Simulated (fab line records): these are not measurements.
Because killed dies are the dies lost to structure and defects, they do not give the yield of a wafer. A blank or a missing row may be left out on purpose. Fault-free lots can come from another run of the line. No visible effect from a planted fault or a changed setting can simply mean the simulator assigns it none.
fab line records	flow gf180mcu
[record] lots = 5	wafers = 15	lastDay = 32
route steps=602 shown PSD@256 NSD@262 SAB@264 SALICIDE@278
lots untouched by any fault: they come from a run of this same line in which no faults occurred
startH: start of the lot's first displayed wafer, in hours after the record's first day	waitH: hours elapsed since this lot's preceding step	" same as the row above	L1.1+2: several wafers, shown together as one row	- value missing, or start not given	* or withheld: withheld	< > ~ a bound
route shown NAME@n: names a module that has steps shown in the file, with the first one's number in the route	usual: mean/standard deviation of fault-free wafers	same: alike in all rows	chamber/n: place in a boat	sites: readings site by site	_std_site: the values' standard deviation	_edge_site: mean of outer sites minus mean of inner sites	radiusMm: how far each site lies from the wafer's centre	mask NAME#n: copy n	behind: the most recent tool/chamber to have shaped the wafer	hold: the reason the lot was held/the length of the hold in hours/how it ended	device: the transistor (n, p or np) that didn't switch	end of line: tests run on the same wafers once the route is complete	a step with no rows: only its recipe	killed: the dies lost at the first sort to structure and to defects; this is not the yield of the wafer	map: per-die view of a wafer (x killed, . not killed, _ where there is no die)
set.NAME: the setting the step ran with; set.NAME@STEP: the setting that earlier step ran with	model.NAME: the simulator's own value behind a step, which no gauge read
certain route steps with their lots: each step a table, each wafer a row
services: from which hour (startH, from the record's first day; less than 0 if before it) a tool's chamber was out of use, for how many hours, and why
[[steps]]
[step GF_PSD_OVL_MEAS_08]
[usual] PSD_OVL = -1.4/1.2
lot.wafer	tool	chamber	startH	waitH	PSD_OVL[nm]
L078.4	overlay-01	-	347.89	0.1	-4.3
L078.5	"	-	"	"	-0.6
L078.6	"	-	"	"	-2.5
L079.1	overlay-01	-	360.84	0.1	-1.7
L079.3	"	-	"	"	0.3
L079.6	"	-	"	"	0.7
L080.1	overlay-02	-	363.07	0.1	-3.0
L080.2	"	-	"	"	-2.0
L080.6	"	-	"	"	-1.6
L082.1	overlay-01	-	384.54	0.1	-1.0
L082.3	"	-	"	"	1.1
L082.6	"	-	"	"	-0.2
L089.1	overlay-02	-	449.17	0.1	-1.5
L089.4	"	-	"	"	-1.7
L089.6	"	-	"	"	-1.8
[step GF_PSD_IMPLANT_09]
[recipe] species = BF2	energyKev = 40	doseCm2 = 1.5e+15	tiltDeg = 7
lot.wafer	tool	chamber	startH	waitH
L078.4+5+6	implanter-04	0	347.98	0.1
L079.1+3+6	implanter-03	0	360.87	0.0
L080.1+2+6	implanter-03	0	363.11	0.0
L082.1+3+6	implanter-02	0	384.57	0.0
L089.1+4+6	implanter-03	0	449.21	0.0
[step GF_PSD_STRIP_10]
[recipe] chemistry = O2/N2	powerW = 1400	pressureMtorr = 1500	platenTempC = 250	o2FlowSccm = 3000	n2FlowSccm = 300	overashFraction = 0.5
[usual] drypumpMotorCurrentA = 5.8/0.57	heaterPowerW = 337/19	oesProductAu = 0.592/0.0045	platenTempC = 250.00/0.18	stripTimeToEndpointS = 16.55/0.041
lot.wafer	tool	chamber	startH	waitH	drypumpMotorCurrentA	heaterPowerW	oesProductAu	platenTempC	rfHoursCounterH	stripTimeToEndpointS
L078.4	plasmaAsher-04	1	348.09	0.1	6.3	343	0.592	250.28	-	16.55
L078.5	"	0	"	"	5.3	359	0.594	250.11	-	16.57
L078.6	"	1	"	"	6.3	341	0.585	250.07	-	16.53
L079.1	plasmaAsher-03	0	361.02	0.1	6.6	351	0.597	250.16	71	16.52
L079.3	"	1	"	"	5.2	323	0.593	249.66	-	16.50
L079.6	"	1	"	"	5.2	325	0.588	249.80	-	16.57
L080.1	plasmaAsher-04	0	363.26	0.1	5.3	360	0.596	250.09	68	16.61
L080.2	"	1	"	"	6.3	360	0.594	250.02	68	16.57
L080.6	"	1	"	"	6.3	342	0.590	249.89	-	16.57
L082.1	plasmaAsher-02	1	384.72	0.1	5.6	303	0.591	249.72	27	16.51
L082.3	"	0	"	"	5.7	314	0.590	250.52	-	16.54
L082.6	"	0	"	"	5.7	320	0.594	250.13	-	16.52
L089.1	plasmaAsher-04	0	449.36	0.1	5.3	359	0.593	250.06	78	16.52
L089.4	"	0	"	"	5.3	369	0.592	249.91	-	16.56
L089.6	"	1	"	"	6.4	340	0.594	250.15	-	16.56
[step GF_PSD_TW_MEAS_11]
[usual] PSD_TW = 3185/19
lot.wafer	tool	chamber	startH	waitH	PSD_TW
L078.4	filmMetro-03	-	348.19	0.1	3215
L078.5	"	-	"	"	3208
L078.6	"	-	"	"	3194
L079.1	filmMetro-03	-	361.12	0.1	3190
L079.3	"	-	"	"	3199
L079.6	"	-	"	"	3187
L080.1	filmMetro-02	-	363.36	0.1	3172
L080.2	"	-	"	"	3157
L080.6	"	-	"	"	3159
L082.1	filmMetro-02	-	384.82	0.1	3171
L082.3	"	-	"	"	3156
L082.6	"	-	"	"	3158
L089.1	filmMetro-03	-	449.46	0.1	3167
L089.4	"	-	"	"	3176
L089.6	"	-	"	"	3172
[step GF_PSD_CLEAN_12]
[recipe] chemistry = SC1/SC2	mix = 1:4:20	tempC = 70	timeS = 150	dry = n2Spin
[same] timeS = 150
lot.wafer	tool	chamber	startH	waitH
L078.4+5+6	wetBench-01	0	348.22	0.0
L079.1+3+6	wetBench-01	1	361.18	0.1
L080.1+2+6	wetBench-03	0	363.42	0.1
L082.1+3+6	wetBench-02	2	384.88	0.1
L089.1+4+6	wetBench-01	3	449.52	0.1
[step GF_PSD_RTA_13]
[recipe] tempC = 1025	timeS = 20	ambient = N2
[usual] lampPowerPct = 29.6/2.4	wafer_temp_C_max = 1029.2/1
[same] timeS = 20
lot.wafer	tool	chamber	startH	waitH	lampPowerPct	wafer_temp_C_max
L078.4	rtpAnneal-02	0	348.31	0.0	32.1	1029.1
L078.5	"	0	"	"	32.0	1030.4
L078.6	"	0	"	"	32.1	1029.0
L079.1	rtpAnneal-02	0	361.23	0.0	32.0	1028.0
L079.3	"	0	"	"	32.1	1027.9
L079.6	"	0	"	"	32.1	1028.5
L080.1	rtpAnneal-01	0	363.47	0.0	27.2	1028.8
L080.2	"	0	"	"	27.2	1029.6
L080.6	"	0	"	"	27.3	1030.2
L082.1	rtpAnneal-02	0	384.93	0.0	32.1	1029.7
L082.3	"	0	"	"	32.0	1027.7
L082.6	"	0	"	"	32.1	1028.8
L089.1	rtpAnneal-02	0	449.57	0.0	32.0	1029.3
L089.4	"	0	"	"	32.1	1029.3
L089.6	"	0	"	"	32.0	1029.7
[step GF_PSD_RS_MEAS_14]
[recipe] thkMeasGauge = four-point-probe
[usual] NSD_RS = 46.14/0.083
lot.wafer	tool	chamber	startH	waitH	NSD_RS[ohm/sq]
L078.4	filmMetro-04	-	348.41	0.1	46.21
L078.5	"	-	"	"	46.11
L078.6	"	-	"	"	46.11
L079.1	filmMetro-02	-	361.31	0.1	46.18
L079.3	"	-	"	"	46.10
L079.6	"	-	"	"	46.20
L080.1	filmMetro-02	-	363.55	0.1	46.14
L080.2	"	-	"	"	46.05
L080.6	"	-	"	"	46.18
L082.1	filmMetro-03	-	385.01	0.1	46.16
L082.3	"	-	"	"	46.09
L082.6	"	-	"	"	46.16
L089.1	filmMetro-02	-	449.73	0.1	46.12
L089.4	"	-	"	"	46.17
L089.6	"	-	"	"	46.23
[step GF_PSD_RS_MEAS_15]
[recipe] thkMeasGauge = four-point-probe
[usual] PSD_RS = 108.6/0.3
lot.wafer	tool	chamber	startH	waitH	PSD_RS[ohm/sq]
L078.4	filmMetro-04	-	348.53	0.1	109.3
L078.5	"	-	"	"	108.7
L078.6	"	-	"	"	108.6
L079.1	filmMetro-02	-	361.43	0.1	108.6
L079.3	"	-	"	"	108.4
L079.6	"	-	"	"	108.7
L080.1	filmMetro-02	-	363.67	0.1	108.8
L080.2	"	-	"	"	108.4
L080.6	"	-	"	"	108.4
L082.1	filmMetro-03	-	385.13	0.1	108.9
L082.3	"	-	"	"	108.5
L082.6	"	-	"	"	108.9
L089.1	filmMetro-02	-	449.85	0.1	108.5
L089.4	"	-	"	"	108.3
L089.6	"	-	"	"	108.6
[step GF_SAB_CVD_00]
[recipe] material = SiO2	targetThkNm = 50	precursor = TEOS	tempC = 400	timeS = 4.9302	rfW = 600
[usual] heaterPowerW = 665/93
[same] timeS = 4.9302
lot.wafer	tool	chamber	startH	waitH	heaterPowerW
L078.4	pecvd-04	2	348.60	0.0	816
L078.5	"	1	"	"	670
L078.6	"	0	"	"	709
L079.1	pecvd-04	0	361.55	0.1	705
L079.3	"	2	"	"	711
L079.6	"	0	"	"	713
L080.1	pecvd-04	2	363.79	0.1	796
L080.2	"	0	"	"	664
L080.6	"	2	"	"	802
L082.1	pecvd-03	2	385.25	0.1	817
L082.3	"	0	"	"	553
L082.6	"	1	"	"	586
L089.1	pecvd-03	0	449.97	0.1	584
L089.4	"	1	"	"	554
L089.6	"	0	"	"	584
[step GF_SAB_THK_MEAS_01]
[recipe] reads = SiO2_of_SAB_CVD_00
[usual] SAB_CVD_00_THK = 50.1/0.55
lot.wafer	tool	chamber	startH	waitH	SAB_CVD_00_THK[nm]
L078.4	filmMetro-03	-	348.64	0.0	50.6
L078.5	"	-	"	"	50.7
L078.6	"	-	"	"	50.7
L079.1	filmMetro-02	-	361.57	0.0	49.5
L079.3	"	-	"	"	49.7
L079.6	"	-	"	"	50.9
L080.1	filmMetro-03	-	363.81	0.0	50.3
L080.2	"	-	"	"	50.5
L080.6	"	-	"	"	50.9
L082.1	filmMetro-03	-	385.27	0.0	50.1
L082.3	"	-	"	"	50.0
L082.6	"	-	"	"	50.6
L089.1	filmMetro-03	-	449.99	0.0	49.3
L089.4	"	-	"	"	50.1
L089.6	"	-	"	"	50.1
[step GF_SAB_DEHYDRATE_02]
[recipe] tempC = 200	timeS = 60
[same] timeS = 60
lot.wafer	tool	chamber	startH	waitH
L078.4+5+6	lithoTrack-04	0	359.29	10.6
L079.1+3+6	lithoTrack-03	0	371.95	10.4
L080.1+2+6	lithoTrack-03	0	374.50	10.7
L082.1+3+6	lithoTrack-04	0	395.52	10.2
L089.1+4+6	lithoTrack-04	0	461.86	11.9
[step GF_SAB_HMDS_03]
[recipe] primeTimeS = 60	primeTempC = 120
lot.wafer	tool	chamber	startH	waitH
L078.4+5+6	lithoTrack-04	0	359.44	0.1
L079.1+3+6	lithoTrack-03	0	372.10	0.1
L080.1+2+6	lithoTrack-03	0	374.65	0.1
L082.1+3+6	lithoTrack-04	0	395.67	0.1
L089.1+4+6	lithoTrack-04	0	462.01	0.1
[step GF_SAB_COAT_04]
[recipe] resist = NOVOLAK	spinRpm = 3000	resistThkNm = 1000
lot.wafer	tool	chamber	startH	waitH
L078.4+5+6	lithoTrack-04	0	359.59	0.1
L079.1+3+6	lithoTrack-03	0	372.25	0.1
L080.1+2+6	lithoTrack-03	0	374.80	0.1
L082.1+3+6	lithoTrack-04	0	395.82	0.1
L089.1+4+6	lithoTrack-04	0	462.16	0.1
[step GF_SAB_SOFTBAKE_05]
[recipe] tempC = 90	timeS = 60	resist = NOVOLAK
[same] timeS = 60
lot.wafer	tool	chamber	startH	waitH
L078.4+5+6	lithoTrack-04	0	359.74	0.1
L079.1+3+6	lithoTrack-03	0	372.40	0.1
L080.1+2+6	lithoTrack-03	0	374.95	0.1
L082.1+3+6	lithoTrack-04	0	395.97	0.1
L089.1+4+6	lithoTrack-04	0	462.31	0.1
[step GF_SAB_EXPOSE_06]
[recipe] maskId = SAB	targetCdNm = 420	na = 0.6	sourceShape = conventional	sigmaOuter = 0.6	doseMj = 140
[same] na = 0.6
lot.wafer	tool	chamber	startH	waitH	mask
L078.4+5+6	ilineStepper-02	0	-	-	SAB#0
L079.1+3+6	ilineStepper-02	0	-	-	SAB#0
L080.1+2+6	ilineStepper-01	0	-	-	SAB#0
L082.1+3+6	ilineStepper-01	0	-	-	SAB#0
L089.1+4+6	ilineStepper-01	0	-	-	SAB#0
[step GF_SAB_PEB_07]
[recipe] tempC = withheld	timeS = *	resist = NOVOLAK
[same] timeS = *
lot.wafer	tool	chamber	startH	waitH
L078.4+5+6	lithoTrack-03	0	-	-
L079.1+3+6	lithoTrack-04	0	-	-
L080.1+2+6	lithoTrack-03	0	-	-
L082.1+3+6	lithoTrack-02	0	-	-
L089.1+4+6	lithoTrack-04	0	-	-
[step GF_SAB_DEVELOP_08]
[recipe] developTimeS = 60	devTempC = 23
lot.wafer	tool	chamber	startH	waitH
L078.4+5+6	lithoTrack-03	0	370.88	0.1
L079.1+3+6	lithoTrack-04	0	383.97	0.1
L080.1+2+6	lithoTrack-03	0	386.45	0.1
L082.1+3+6	lithoTrack-02	0	407.66	0.1
L089.1+4+6	lithoTrack-04	0	474.21	0.1
[step GF_SAB_CD_MEAS_09]
[recipe] targetCdNm = 420
[usual] cdNm = 420.4/2.1
lot.wafer	tool	chamber	startH	waitH	cdNm
L078.4	cdSem-01	-	371.01	0.1	418.9
L078.5	"	-	"	"	418.2
L078.6	"	-	"	"	418.8
L079.1	cdSem-02	-	384.12	0.1	416.8
L079.3	"	-	"	"	416.2
L079.6	"	-	"	"	418.3
L080.1	cdSem-02	-	386.60	0.1	419.0
L080.2	"	-	"	"	419.7
L080.6	"	-	"	"	421.7
L082.1	cdSem-01	-	407.81	0.1	420.8
L082.3	"	-	"	"	418.9
L082.6	"	-	"	"	419.7
L089.1	cdSem-02	-	474.36	0.1	423.2
L089.4	"	-	"	"	422.8
L089.6	"	-	"	"	420.3
[step GF_SAB_OVL_MEAS_10]
[usual] SAB_OVL = 0.6/1.4
lot.wafer	tool	chamber	startH	waitH	SAB_OVL[nm]
L078.4	overlay-02	-	371.09	0.1	1.2
L078.5	"	-	"	"	-0.1
L078.6	"	-	"	"	-0.1
L079.1	overlay-02	-	384.24	0.1	1.7
L079.3	"	-	"	"	-0.4
L079.6	"	-	"	"	0.0
L080.1	overlay-01	-	386.72	0.1	0.4
L080.2	"	-	"	"	3.2
L080.6	"	-	"	"	3.0
L082.1	overlay-01	-	407.93	0.1	2.2
L082.3	"	-	"	"	1.4
L082.6	"	-	"	"	-0.3
L089.1	overlay-02	-	474.48	0.1	0.1
L089.4	"	-	"	"	0.4
L089.6	"	-	"	"	0.0
[step GF_SAB_ETCH_11]
[recipe] chemistry = C4F8/O2/Ar	maskMaterial = NOVOLAK	target = SiO2	targetDepthNm = 55	sourceW = 1500	biasW = 1200	pressureMtorr = 40	c4f8FlowSccm = withheld	O2_flow_sccm = 6	Ar_flow_sccm = 300	timeS = 8.5
[usual] oesProductAu = 1.002/0.0071
[same] timeS = 8.5
lot.wafer	tool	chamber	startH	waitH	oesProductAu	rfHoursCounterH
L078.4	rieDiel-03	0	371.11	0.0	1.002	1
L078.5	"	3	"	"	0.990	-
L078.6	"	2	"	"	1.007	-
L079.1	rieDiel-01	0	384.27	0.0	0.995	5
L079.3	"	3	"	"	1.004	15
L079.6	"	1	"	"	1.006	-
L080.1	rieDiel-01	3	386.76	0.0	0.995	15
L080.2	"	0	"	"	1.010	5
L080.6	"	3	"	"	1.006	-
L082.1	rieDiel-02	1	407.97	0.0	1.001	102
L082.3	"	3	"	"	0.996	4
L082.6	"	3	"	"	0.994	-
L089.1	rieDiel-01	2	474.52	0.0	0.994	9
L089.4	"	1	"	"	1.006	14
L089.6	"	0	"	"	0.995	-
[step GF_SAB_WET_ETCH_12]
[recipe] chemistry = dHF	targetDepthNm = 22	dry = n2Spin	target = SiO2	tempC = 25	dilution = 100:1	timeS = 440
[same] timeS = 440
lot.wafer	tool	chamber	startH	waitH
L078.4+5+6	wetBench-04	0	371.13	0.0
L079.1+3+6	wetBench-03	3	384.29	0.0
L080.1+2+6	wetBench-03	0	386.78	0.0
L082.1+3+6	wetBench-03	3	407.99	0.0
L089.1+4+6	wetBench-03	3	474.54	0.0
[step GF_SAB_STRIP_13]
[recipe] chemistry = O2/N2	powerW = 1400	pressureMtorr = 1500	platenTempC = 250	o2FlowSccm = 3000	n2FlowSccm = 300	overashFraction = 0.5
[usual] drypumpMotorCurrentA = 5.9/0.61	heaterPowerW = 320/33	oesProductAu = 0.710/0.0042	platenTempC = 249.96/0.19	stripTimeToEndpointS = 12.64/0.038
lot.wafer	tool	chamber	startH	waitH	drypumpMotorCurrentA	heaterPowerW	oesProductAu	platenTempC	rfHoursCounterH	stripTimeToEndpointS
L078.4	plasmaAsher-03	1	371.30	0.0	5.2	322	0.712	249.71	-	12.63
L078.5	"	1	"	"	5.2	336	0.708	249.74	-	12.62
L078.6	"	0	"	"	6.6	347	0.709	249.75	-	12.67
L079.1	plasmaAsher-01	0	384.42	0.0	5.4	279	0.707	249.75	61	12.59
L079.3	"	1	"	"	6.4	274	0.703	249.82	-	12.59
L079.6	"	1	"	"	6.5	283	0.703	250.33	-	12.57
L080.1	plasmaAsher-04	1	386.91	0.0	6.3	340	0.718	250.06	71	12.68
L080.2	"	0	"	"	5.3	352	0.705	249.93	71	12.63
L080.6	"	1	"	"	6.3	345	0.713	250.03	-	12.65
L082.1	plasmaAsher-03	1	408.12	0.0	5.2	318	0.701	249.59	76	12.63
L082.3	"	0	"	"	6.7	358	0.712	249.91	-	12.63
L082.6	"	0	"	"	6.7	350	0.709	249.98	-	12.60
L089.1	plasmaAsher-01	1	474.67	0.0	6.4	280	0.714	250.02	71	12.65
L089.4	"	1	"	"	6.4	284	0.716	249.84	-	12.62
L089.6	"	0	"	"	5.4	289	0.705	249.97	-	12.59
[step GF_SALICIDE_CLEAN_00]
[recipe] chemistry = SC1/SC2	mix = 1:4:20	tempC = 70	timeS = 150
[same] timeS = 150
lot.wafer	tool	chamber	startH	waitH
L078.4+5+6	wetBench-01	1	371.37	0.0
L079.1+3+6	wetBench-04	1	384.52	0.1
L080.1+2+6	wetBench-01	1	387.01	0.1
L082.1+3+6	wetBench-04	1	408.22	0.1
L089.1+4+6	wetBench-04	3	474.77	0.1
[[services]]
tool	chamber	startH	hours	kind
rieDiel-01	2	328.36	11.2	repair
ilineStepper-01	-	338.81	1.7	pm
ilineStepper-01	0	356.45	-	calibration
implanter-04	-	359.01	4.7	repair
implanter-02	-	360.87	1.2	repair
pecvd-03	-	368.88	14.0	pm
pecvd-03	0	368.88	14.0	ventCycle
rieDiel-01	2	381.13	4.9	repair
rtpAnneal-02	-	388.29	3.1	pm
rieDiel-01	-	391.27	0.8	repair
plasmaAsher-03	-	412.43	2.8	pm
rieDiel-01	0	412.62	1.5	repair
implanter-04	-	418.32	3.5	pm
ilineStepper-01	-	420.93	3.8	repair
plasmaAsher-03	-	421.25	9.0	pm
plasmaAsher-03	0	421.25	9.0	ventCycle
plasmaAsher-03	1	421.25	9.0	ventCycle
pecvd-03	-	424.32	1.0	repair
implanter-03	-	429.85	3.2	pm
plasmaAsher-03	0	430.25	-	clean
plasmaAsher-03	1	430.25	-	clean
implanter-04	-	434.34	0.7	repair
rieDiel-02	3	447.95	1.8	repair
rieDiel-02	-	456.89	1.6	repair
[[key]]
fault none
